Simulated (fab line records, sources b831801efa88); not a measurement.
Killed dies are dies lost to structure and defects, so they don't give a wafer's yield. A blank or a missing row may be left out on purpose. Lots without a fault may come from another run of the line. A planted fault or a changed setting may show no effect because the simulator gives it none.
Chamber matching | flow sky130 | SKY_CAPM_CVD_00 on pecvd-01: 3 sister chambers
The step deposits SiO2, target thk 15.5 nm. 3 wafers are shown with their chamber, then 8 later ones without.

WAFERS WITH THEIR CHAMBER
wafer  | chamber | heater_power_w (W)
L082.1 | 2       | 689
L082.4 | 1       | 854
L084.2 | 0       | 597

WAFERS WITHOUT THEIR CHAMBER
wafer  | heater_power_w (W)
L084.5 | 573
L084.6 | 784
L095.1 | 566
L095.2 | 864
L095.5 | 548
L096.1 | 833
L096.3 | 633
L096.4 | 862

WHICH CHAMBER EACH WENT THROUGH
wafer  | from the rows above     | in truth
L084.5 | 0                       | 0
L084.6 | can't be placed: 1 or 2 | 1
L095.1 | 0                       | 0
L095.2 | 1                       | 1
L095.5 | 0                       | 0
L096.1 | 1                       | 1
L096.3 | can't be placed: 0 or 2 | 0
L096.4 | 1                       | 1
Placed correctly: 6 of 8. Can't be placed from these rows: 2 (the true chamber is among the candidates in 2). Placed wrongly: 0.
How it was worked out, from the rows above alone: a wafer's distance from a chamber is the root of the sum, over the readings, of the square of ((its reading less the chamber's mean) divided by the reading's scatter). The wafer belongs to the nearest chamber; if the next one is less than 2 further off, it can't be placed. A chamber's mean is the mean of its shown wafers. The scatter: with one shown wafer a chamber, the root of the mean of the squares of how far each hidden wafer lies from its nearest shown one.
